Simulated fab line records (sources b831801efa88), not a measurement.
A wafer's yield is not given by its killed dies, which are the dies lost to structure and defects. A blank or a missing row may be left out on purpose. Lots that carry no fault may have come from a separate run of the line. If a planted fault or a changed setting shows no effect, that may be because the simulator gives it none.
The tool behind it: which one? / flow gf180mcu / 24 lots with 72 wafers sampled at 6 steps, on a route of 602 steps

WHAT THE GAUGES SHOWED, per wafer
GF_M1_CD_MEAS_14: the cd target is 230 nm.
lot=L074; measured=day 17 04:52; on=cd sem-02; cd nm (nm)=231.7 232.4 231.6
lot=L075; measured=day 17 16:08; on=cd sem-02; cd nm (nm)=230.3 230.3 230.2
lot=L076; measured=day 17 17:22; on=cd sem-02; cd nm (nm)=229.7 230.2 230.2
lot=L077; measured=day 18 03:10; on=cd sem-02; cd nm (nm)=232.1 231.5 231.0
lot=L078; measured=day 18 14:25; on=cd sem-02; cd nm (nm)=228.4 230.4 229.9
lot=L079; measured=day 19 03:07; on=cd sem-02; cd nm (nm)=231.1 230.4 231.7
lot=L080; measured=day 19 11:28; on=cd sem-02; cd nm (nm)=231.4 232.7 230.1
lot=L081; measured=day 19 17:28; on=cd sem-01; cd nm (nm)=231.5 230.1 230.7
lot=L082; measured=day 20 06:41; on=cd sem-02; cd nm (nm)=229.4 229.5 229.4
lot=L083; measured=day 20 12:33; on=cd sem-02; cd nm (nm)=230.5 230.5 230.6
lot=L084; measured=day 20 21:32; on=cd sem-01; cd nm (nm)=230.0 229.9 229.5
lot=L085; measured=day 21 02:02; on=cd sem-02; cd nm (nm)=230.6 229.1 229.4
lot=L086; measured=day 21 15:43; on=cd sem-02; cd nm (nm)=229.3 230.2 232.0
lot=L087; measured=day 21 18:38; on=cd sem-01; cd nm (nm)=232.4 233.5 232.0
lot=L088; measured=day 22 15:43; on=cd sem-01; cd nm (nm)=230.4 230.6 230.5
lot=L089; measured=day 22 17:15; on=cd sem-02; cd nm (nm)=230.6 229.9 230.2
lot=L090; measured=day 23 01:59; on=cd sem-02; cd nm (nm)=228.5 228.9 228.1
lot=L091; measured=day 23 05:31; on=cd sem-02; cd nm (nm)=229.0 229.7 229.1
lot=L092; measured=day 23 10:13; on=cd sem-02; cd nm (nm)=226.5 227.4 227.7
lot=L093; measured=day 23 19:40; on=cd sem-01; cd nm (nm)=230.3 230.2 230.9
lot=L094; measured=day 24 06:31; on=cd sem-02; cd nm (nm)=231.2 229.8 230.9
lot=L095; measured=day 24 12:47; on=cd sem-02; cd nm (nm)=230.9 231.1 231.3
lot=L096; measured=day 24 17:08; on=cd sem-01; cd nm (nm)=229.1 230.3 230.9
lot=L097; measured=day 25 01:59; on=cd sem-02; cd nm (nm)=231.7 231.6 230.9

GF_M4_CD_MEAS_14: the cd target is 280 nm.
lot=L074; measured=day 23 10:03; on=cd sem-02; cd nm (nm)=280.0 280.1 280.8
lot=L075; measured=day 23 19:48; on=cd sem-01; cd nm (nm)=281.0 279.7 281.0
lot=L076; measured=day 23 20:59; on=cd sem-01; cd nm (nm)=280.9 281.1 281.5
lot=L077; measured=day 24 07:35; on=cd sem-02; cd nm (nm)=279.6 280.5 280.3
lot=L078; measured=day 24 18:54; on=cd sem-01; cd nm (nm)=280.7 279.8 280.7
lot=L079; measured=day 25 05:56; on=cd sem-01; cd nm (nm)=279.8 280.4 279.3
lot=L080; measured=day 25 14:48; on=cd sem-02; cd nm (nm)=280.7 279.9 279.9
lot=L081; measured=day 25 19:07; on=cd sem-02; cd nm (nm)=277.5 278.4 278.7
lot=L082; measured=day 26 07:08; on=cd sem-01; cd nm (nm)=281.4 280.4 281.6
lot=L083; measured=day 26 12:22; on=cd sem-01; cd nm (nm)=281.4 283.0 279.4
lot=L084; measured=day 26 20:32; on=cd sem-02; cd nm (nm)=281.2 279.7 278.8
lot=L085; measured=day 26 23:59; on=cd sem-01; cd nm (nm)=279.3 280.5 279.3
lot=L086; measured=day 27 14:12; on=cd sem-01; cd nm (nm)=280.6 279.2 280.4
lot=L087; measured=day 27 15:44; on=cd sem-01; cd nm (nm)=279.3 278.0 278.2
lot=L088; measured=day 28 10:06; on=cd sem-01; cd nm (nm)=279.9 279.9 280.6
lot=L089; measured=day 28 13:43; on=cd sem-01; cd nm (nm)=278.5 278.8 279.8
lot=L090; measured=day 28 18:46; on=cd sem-01; cd nm (nm)=282.5 281.0 281.3
lot=L091; measured=day 28 20:40; on=cd sem-01; cd nm (nm)=280.2 279.4 280.4
lot=L092; measured=day 29 02:22; on=cd sem-01; cd nm (nm)=278.0 277.3 277.6
lot=L093; measured=day 29 10:14; on=cd sem-01; cd nm (nm)=282.7 280.1 281.4
lot=L094; measured=day 29 18:05; on=cd sem-01; cd nm (nm)=276.6 277.3 278.2
lot=L095; measured=day 30 00:12; on=cd sem-01; cd nm (nm)=280.3 280.4 281.0
lot=L096; measured=day 30 03:03; on=cd sem-01; cd nm (nm)=279.6 280.4 281.0
lot=L097; measured=day 30 09:15; on=cd sem-01; cd nm (nm)=280.7 278.8 278.6

WHAT TOOL EACH LOT RAN ON (gives the tool, then ch and the chambers of the sampled wafers, and finally the start)
lot=L074; GF_CONTACT_CVD_02=pecvd-02 ch 0,2, day 15 07:52; GF_V1_ETCH_16=rie diel-01 ch 0,1,3, day 18 05:58; GF_M3_SPUTTER_01=pvd sputter-04, day 20 10:25; GF_M3_SPUTTER_03=pvd sputter-04, day 20 10:28
lot=L075; GF_CONTACT_CVD_02=pecvd-02 ch 0,1,2, day 15 17:29; GF_V1_ETCH_16=rie diel-03 ch 0,1, day 18 17:04; GF_M3_SPUTTER_01=pvd sputter-03, day 20 21:14; GF_M3_SPUTTER_03=pvd sputter-03, day 20 21:17
lot=L076; GF_CONTACT_CVD_02=pecvd-01 ch 1,2, day 15 18:43; GF_V1_ETCH_16=rie diel-02 ch 0,1,2, day 18 18:44; GF_M3_SPUTTER_01=pvd sputter-03, day 20 22:38; GF_M3_SPUTTER_03=pvd sputter-03, day 20 22:41
lot=L077; GF_CONTACT_CVD_02=pecvd-01 ch 0,1,2, day 16 03:28; GF_V1_ETCH_16=rie diel-01 ch 0,1,2, day 19 04:26; GF_M3_SPUTTER_01=pvd sputter-04, day 21 08:14; GF_M3_SPUTTER_03=pvd sputter-04, day 21 08:17
lot=L078; GF_CONTACT_CVD_02=pecvd-01 ch 0,1,2, day 16 14:52; GF_V1_ETCH_16=rie diel-01 ch 0,3, day 19 16:47; GF_M3_SPUTTER_01=pvd sputter-01, day 21 20:32; GF_M3_SPUTTER_03=pvd sputter-01, day 21 20:35
lot=L079; GF_CONTACT_CVD_02=pecvd-01 ch 0,1,2, day 17 01:53; GF_V1_ETCH_16=rie diel-02 ch 2,3, day 20 03:47; GF_M3_SPUTTER_01=pvd sputter-01, day 22 07:59; GF_M3_SPUTTER_03=pvd sputter-01, day 22 08:03
lot=L080; GF_CONTACT_CVD_02=pecvd-04 ch 0,1,2, day 17 10:29; GF_V1_ETCH_16=rie diel-02 ch 2,3, day 20 12:32; GF_M3_SPUTTER_01=pvd sputter-01, day 22 16:39; GF_M3_SPUTTER_03=pvd sputter-01, day 22 16:43
lot=L081; GF_CONTACT_CVD_02=pecvd-02 ch 0,1,2, day 17 16:32; GF_V1_ETCH_16=rie diel-01 ch 1,2, day 20 19:05; GF_M3_SPUTTER_01=pvd sputter-01, day 22 22:23; GF_M3_SPUTTER_03=pvd sputter-01, day 22 22:26
lot=L082; GF_CONTACT_CVD_02=pecvd-04 ch 0,1,2, day 18 05:07; GF_V1_ETCH_16=rie diel-03 ch 0,1,3, day 21 08:04; GF_M3_SPUTTER_01=pvd sputter-04, day 23 10:55; GF_M3_SPUTTER_03=pvd sputter-04, day 23 10:58
lot=L083; GF_CONTACT_CVD_02=pecvd-01 ch 0,1,2, day 18 11:37; GF_V1_ETCH_16=rie diel-02 ch 0,1,3, day 21 13:56; GF_M3_SPUTTER_01=pvd sputter-01, day 23 16:43; GF_M3_SPUTTER_03=pvd sputter-01, day 23 16:47
lot=L084; GF_CONTACT_CVD_02=pecvd-01 ch 0,1, day 18 20:23; GF_V1_ETCH_16=rie diel-01 ch 0,1,2, day 21 22:41; GF_M3_SPUTTER_01=pvd sputter-04, day 23 23:16; GF_M3_SPUTTER_03=pvd sputter-04, day 23 23:20
lot=L085; GF_CONTACT_CVD_02=pecvd-04 ch 0,1,2, day 19 00:28; GF_V1_ETCH_16=rie diel-02 ch 0,1,3, day 22 03:13; GF_M3_SPUTTER_01=pvd sputter-01, day 24 05:17; GF_M3_SPUTTER_03=pvd sputter-01, day 24 05:20
lot=L086; GF_CONTACT_CVD_02=pecvd-01 ch 0,1,2, day 19 13:58; GF_V1_ETCH_16=rie diel-03 ch 0,1,2, day 22 17:13; GF_M3_SPUTTER_01=pvd sputter-01, day 24 19:32; GF_M3_SPUTTER_03=pvd sputter-01, day 24 19:36
lot=L087; GF_CONTACT_CVD_02=pecvd-02 ch 0,1, day 19 17:25; GF_V1_ETCH_16=rie diel-02 ch 0,2,3, day 22 19:11; GF_M3_SPUTTER_01=pvd sputter-03, day 24 20:51; GF_M3_SPUTTER_03=pvd sputter-03, day 24 20:55
lot=L088; GF_CONTACT_CVD_02=pecvd-04 ch 0,2, day 20 14:29; GF_V1_ETCH_16=rie diel-03 ch 1,3, day 23 16:11; GF_M3_SPUTTER_01=pvd sputter-03, day 25 17:38; GF_M3_SPUTTER_03=pvd sputter-03, day 25 17:42
lot=L089; GF_CONTACT_CVD_02=pecvd-01 ch 0,1,2, day 20 16:01; GF_V1_ETCH_16=rie diel-01 ch 1,2, day 23 17:40; GF_M3_SPUTTER_01=pvd sputter-04, day 25 22:01; GF_M3_SPUTTER_03=pvd sputter-04, day 25 22:04
lot=L090; GF_CONTACT_CVD_02=pecvd-04 ch 0,2, day 21 01:06; GF_V1_ETCH_16=rie diel-01 ch 1,2,3, day 24 01:23; GF_M3_SPUTTER_01=pvd sputter-01, day 26 02:08; GF_M3_SPUTTER_03=pvd sputter-01, day 26 02:12
lot=L091; GF_CONTACT_CVD_02=pecvd-02 ch 1,2, day 21 04:55; GF_V1_ETCH_16=rie diel-02 ch 1,3, day 24 05:07; GF_M3_SPUTTER_01=pvd sputter-04, day 26 04:41; GF_M3_SPUTTER_03=pvd sputter-04, day 26 04:45
lot=L092; GF_CONTACT_CVD_02=pecvd-02 ch 0,1,2, day 21 10:58; GF_V1_ETCH_16=rie diel-03 ch 1,2, day 24 10:53; GF_M3_SPUTTER_01=pvd sputter-03, day 26 11:29; GF_M3_SPUTTER_03=pvd sputter-03, day 26 11:33
lot=L093; GF_CONTACT_CVD_02=pecvd-01 ch 0,1,2, day 21 20:40; GF_V1_ETCH_16=rie diel-02 ch 1,2, day 24 20:26; GF_M3_SPUTTER_01=pvd sputter-04, day 26 20:11; GF_M3_SPUTTER_03=pvd sputter-04, day 26 20:15
lot=L094; GF_CONTACT_CVD_02=pecvd-02 ch 0,1,2, day 22 07:52; GF_V1_ETCH_16=rie diel-02 ch 0,1,3, day 25 06:29; GF_M3_SPUTTER_01=pvd sputter-01, day 27 04:47; GF_M3_SPUTTER_03=pvd sputter-01, day 27 04:51
lot=L095; GF_CONTACT_CVD_02=pecvd-04 ch 0,2, day 22 13:40; GF_V1_ETCH_16=rie diel-03 ch 0,1,2, day 25 12:44; GF_M3_SPUTTER_01=pvd sputter-04, day 27 11:11; GF_M3_SPUTTER_03=pvd sputter-04, day 27 11:14
lot=L096; GF_CONTACT_CVD_02=pecvd-01 ch 0,2, day 22 18:33; GF_V1_ETCH_16=rie diel-02 ch 0,2,3, day 25 15:50; GF_M3_SPUTTER_01=pvd sputter-04, day 27 13:46; GF_M3_SPUTTER_03=pvd sputter-04, day 27 13:49
lot=L097; GF_CONTACT_CVD_02=pecvd-02 ch 1,2, day 23 04:40; GF_V1_ETCH_16=rie diel-01 ch 0,1,2, day 26 00:44; GF_M3_SPUTTER_01=pvd sputter-03, day 27 22:06; GF_M3_SPUTTER_03=pvd sputter-03, day 27 22:10
- GF_CONTACT_CVD_02: deposits SiO2 from TEOS, target thk 860 nm, time 95.992 s.
- GF_V1_ETCH_16: etches BARC in N2/H2.
- GF_M3_SPUTTER_01: material TiN, target thk 30 nm, time 25 s.
- GF_M3_SPUTTER_03: material Ti, target thk 10 nm, time 6.7 s.

WHAT THE TOOLS THEMSELVES READ (means of the sampled wafers that have a number; where no wafer has one, the mark that the record gives instead)
GF_CONTACT_CVD_02.
lot=L074; tool=pecvd-02; heater power w (W)=619; rf fwd power W (W)=595.4
lot=L075; tool=pecvd-02; heater power w (W)=728; rf fwd power W (W)=596.0
lot=L076; tool=pecvd-01; heater power w (W)=716; rf fwd power W (W)=599.4
lot=L077; tool=pecvd-01; heater power w (W)=710; rf fwd power W (W)=597.9
lot=L078; tool=pecvd-01; heater power w (W)=715; rf fwd power W (W)=597.3
lot=L079; tool=pecvd-01; heater power w (W)=708; rf fwd power W (W)=599.0
lot=L080; tool=pecvd-04; heater power w (W)=632; rf fwd power W (W)=596.8
lot=L081; tool=pecvd-02; heater power w (W)=754; rf fwd power W (W)=596.2
lot=L082; tool=pecvd-04; heater power w (W)=643; rf fwd power W (W)=595.4
lot=L083; tool=pecvd-01; heater power w (W)=771; rf fwd power W (W)=595.6
lot=L084; tool=pecvd-01; heater power w (W)=671; rf fwd power W (W)=597.5
lot=L085; tool=pecvd-04; heater power w (W)=646; rf fwd power W (W)=596.7
lot=L086; tool=pecvd-01; heater power w (W)=672; rf fwd power W (W)=597.2
lot=L087; tool=pecvd-02; heater power w (W)=854; rf fwd power W (W)=597.6
lot=L088; tool=pecvd-04; heater power w (W)=634; rf fwd power W (W)=597.3
lot=L089; tool=pecvd-01; heater power w (W)=759; rf fwd power W (W)=597.0
lot=L090; tool=pecvd-04; heater power w (W)=639; rf fwd power W (W)=597.7
lot=L091; tool=pecvd-02; heater power w (W)=850; rf fwd power W (W)=596.7
lot=L092; tool=pecvd-02; heater power w (W)=755; rf fwd power W (W)=597.0
lot=L093; tool=pecvd-01; heater power w (W)=703; rf fwd power W (W)=598.9
lot=L094; tool=pecvd-02; heater power w (W)=761; rf fwd power W (W)=595.3
lot=L095; tool=pecvd-04; heater power w (W)=616; rf fwd power W (W)=597.5
lot=L096; tool=pecvd-01; heater power w (W)=790; rf fwd power W (W)=599.4
lot=L097; tool=pecvd-02; heater power w (W)=850; rf fwd power W (W)=597.0

GF_V1_ETCH_16.
lot=L074; tool=rie diel-01; drypump motor current A (A)=5.8; oes product au (a.u.)=0.853; rf fwd power W (W)=496.2; throttle valve pct (%)=13.219
lot=L075; tool=rie diel-03; drypump motor current A (A)=5.6; oes product au (a.u.)=0.857; rf fwd power W (W)=494.1; throttle valve pct (%)=13.226
lot=L076; tool=rie diel-02; drypump motor current A (A)=5.7; oes product au (a.u.)=0.857; rf fwd power W (W)=493.5; throttle valve pct (%)=13.226
lot=L077; tool=rie diel-01; drypump motor current A (A)=5.5; oes product au (a.u.)=0.854; rf fwd power W (W)=495.2; throttle valve pct (%)=13.223
lot=L078; tool=rie diel-01; drypump motor current A (A)=5.9; oes product au (a.u.)=0.855; rf fwd power W (W)=494.2; throttle valve pct (%)=13.217
lot=L079; tool=rie diel-02; drypump motor current A (A)=5.3; oes product au (a.u.)=0.856; rf fwd power W (W)=495.2; throttle valve pct (%)=13.220
lot=L080; tool=rie diel-02; drypump motor current A (A)=5.3; oes product au (a.u.)=0.856; rf fwd power W (W)=495.4; throttle valve pct (%)=13.217
lot=L081; tool=rie diel-01; drypump motor current A (A)=5.3; oes product au (a.u.)=0.856; rf fwd power W (W)=497.7; throttle valve pct (%)=13.220
lot=L082; tool=rie diel-03; drypump motor current A (A)=5.6; oes product au (a.u.)=0.854; rf fwd power W (W)=495.4; throttle valve pct (%)=13.218
lot=L083; tool=rie diel-02; drypump motor current A (A)=5.4; oes product au (a.u.)=0.857; rf fwd power W (W)=494.1; throttle valve pct (%)=13.223
lot=L084; tool=rie diel-01; drypump motor current A (A)=5.5; oes product au (a.u.)=0.860; rf fwd power W (W)=493.8; throttle valve pct (%)=13.226
lot=L085; tool=rie diel-02; drypump motor current A (A)=5.4; oes product au (a.u.)=0.852; rf fwd power W (W)=494.3; throttle valve pct (%)=13.218
lot=L086; tool=rie diel-03; drypump motor current A (A)=5.6; oes product au (a.u.)=0.855; rf fwd power W (W)=496.9; throttle valve pct (%)=13.214
lot=L087; tool=rie diel-02; drypump motor current A (A)=5.6; oes product au (a.u.)=0.854; rf fwd power W (W)=494.6; throttle valve pct (%)=13.224
lot=L088; tool=rie diel-03; drypump motor current A (A)=6.0; oes product au (a.u.)=0.852; rf fwd power W (W)=498.0; throttle valve pct (%)=13.228
lot=L089; tool=rie diel-01; drypump motor current A (A)=5.3; oes product au (a.u.)=0.853; rf fwd power W (W)=496.6; throttle valve pct (%)=13.224
lot=L090; tool=rie diel-01; drypump motor current A (A)=5.5; oes product au (a.u.)=0.851; rf fwd power W (W)=495.7; throttle valve pct (%)=13.231
lot=L091; tool=rie diel-02; drypump motor current A (A)=5.1; oes product au (a.u.)=0.847; rf fwd power W (W)=495.5; throttle valve pct (%)=13.222
lot=L092; tool=rie diel-03; drypump motor current A (A)=5.9; oes product au (a.u.)=0.852; rf fwd power W (W)=495.5; throttle valve pct (%)=13.234
lot=L093; tool=rie diel-02; drypump motor current A (A)=5.5; oes product au (a.u.)=0.854; rf fwd power W (W)=494.6; throttle valve pct (%)=13.229
lot=L094; tool=rie diel-02; drypump motor current A (A)=5.4; oes product au (a.u.)=0.860; rf fwd power W (W)=495.9; throttle valve pct (%)=13.230
lot=L095; tool=rie diel-03; drypump motor current A (A)=5.6; oes product au (a.u.)=0.859; rf fwd power W (W)=497.9; throttle valve pct (%)=13.232
lot=L096; tool=rie diel-02; drypump motor current A (A)=5.6; oes product au (a.u.)=0.852; rf fwd power W (W)=496.5; throttle valve pct (%)=13.220
lot=L097; tool=rie diel-01; drypump motor current A (A)=5.5; oes product au (a.u.)=0.855; rf fwd power W (W)=495.0; throttle valve pct (%)=13.221

GF_M3_SPUTTER_01.
lot=L074; tool=pvd sputter-04; throttle valve pct (%)=31.1
lot=L075; tool=pvd sputter-03; throttle valve pct (%)=30.9
lot=L076; tool=pvd sputter-03; throttle valve pct (%)=30.1
lot=L077; tool=pvd sputter-04; throttle valve pct (%)=30.8
lot=L078; tool=pvd sputter-01; throttle valve pct (%)=29.8
lot=L079; tool=pvd sputter-01; throttle valve pct (%)=29.6
lot=L080; tool=pvd sputter-01; throttle valve pct (%)=30.0
lot=L081; tool=pvd sputter-01; throttle valve pct (%)=29.2
lot=L082; tool=pvd sputter-04; throttle valve pct (%)=30.4
lot=L083; tool=pvd sputter-01; throttle valve pct (%)=29.6
lot=L084; tool=pvd sputter-04; throttle valve pct (%)=31.0
lot=L085; tool=pvd sputter-01; throttle valve pct (%)=29.6
lot=L086; tool=pvd sputter-01; throttle valve pct (%)=29.4
lot=L087; tool=pvd sputter-03; throttle valve pct (%)=29.9
lot=L088; tool=pvd sputter-03; throttle valve pct (%)=29.3
lot=L089; tool=pvd sputter-04; throttle valve pct (%)=30.9
lot=L090; tool=pvd sputter-01; throttle valve pct (%)=29.9
lot=L091; tool=pvd sputter-04; throttle valve pct (%)=30.9
lot=L092; tool=pvd sputter-03; throttle valve pct (%)=30.1
lot=L093; tool=pvd sputter-04; throttle valve pct (%)=30.9
lot=L094; tool=pvd sputter-01; throttle valve pct (%)=29.7
lot=L095; tool=pvd sputter-04; throttle valve pct (%)=30.4
lot=L096; tool=pvd sputter-04; throttle valve pct (%)=30.9
lot=L097; tool=pvd sputter-03; throttle valve pct (%)=30.3

GF_M3_SPUTTER_03.
lot=L074; tool=pvd sputter-04; throttle valve pct (%)=31.1
lot=L075; tool=pvd sputter-03; throttle valve pct (%)=30.7
lot=L076; tool=pvd sputter-03; throttle valve pct (%)=30.1
lot=L077; tool=pvd sputter-04; throttle valve pct (%)=30.8
lot=L078; tool=pvd sputter-01; throttle valve pct (%)=29.5
lot=L079; tool=pvd sputter-01; throttle valve pct (%)=29.5
lot=L080; tool=pvd sputter-01; throttle valve pct (%)=29.9
lot=L081; tool=pvd sputter-01; throttle valve pct (%)=29.1
lot=L082; tool=pvd sputter-04; throttle valve pct (%)=30.4
lot=L083; tool=pvd sputter-01; throttle valve pct (%)=29.3
lot=L084; tool=pvd sputter-04; throttle valve pct (%)=31.0
lot=L085; tool=pvd sputter-01; throttle valve pct (%)=29.7
lot=L086; tool=pvd sputter-01; throttle valve pct (%)=29.3
lot=L087; tool=pvd sputter-03; throttle valve pct (%)=30.0
lot=L088; tool=pvd sputter-03; throttle valve pct (%)=29.2
lot=L089; tool=pvd sputter-04; throttle valve pct (%)=31.0
lot=L090; tool=pvd sputter-01; throttle valve pct (%)=30.1
lot=L091; tool=pvd sputter-04; throttle valve pct (%)=31.2
lot=L092; tool=pvd sputter-03; throttle valve pct (%)=30.0
lot=L093; tool=pvd sputter-04; throttle valve pct (%)=30.7
lot=L094; tool=pvd sputter-01; throttle valve pct (%)=29.6
lot=L095; tool=pvd sputter-04; throttle valve pct (%)=30.3
lot=L096; tool=pvd sputter-04; throttle valve pct (%)=31.0
lot=L097; tool=pvd sputter-03; throttle valve pct (%)=30.2

THE ANSWER, worked out from the rows above alone
Rule: what is usual is taken from the lots themselves. Put in order of their means at a reading, lots are off if they are a third of the lots or fewer, leave a main group of 4 or more, and stand apart from it by a gap of 3 or more times the standard deviation of the main group's means; of several such gaps the widest counts. The tables above print the reading to a certain number of digits; a main group whose means all agree to those digits is not used. A lot without any number at a reading at which 4 lots or more have one is off too. Any other lot the step has rows for is counted as sound. After the gauges, taken in route order, come the tools' own readings; for these a lot's mean is taken, as printed above. At the first step where some lot is off, the reading lying furthest off is the one used; lots without a number count as furthest.
No lot is off at any reading shown: from this, nothing can be told.

WHAT THE SIMULATOR PUT IN
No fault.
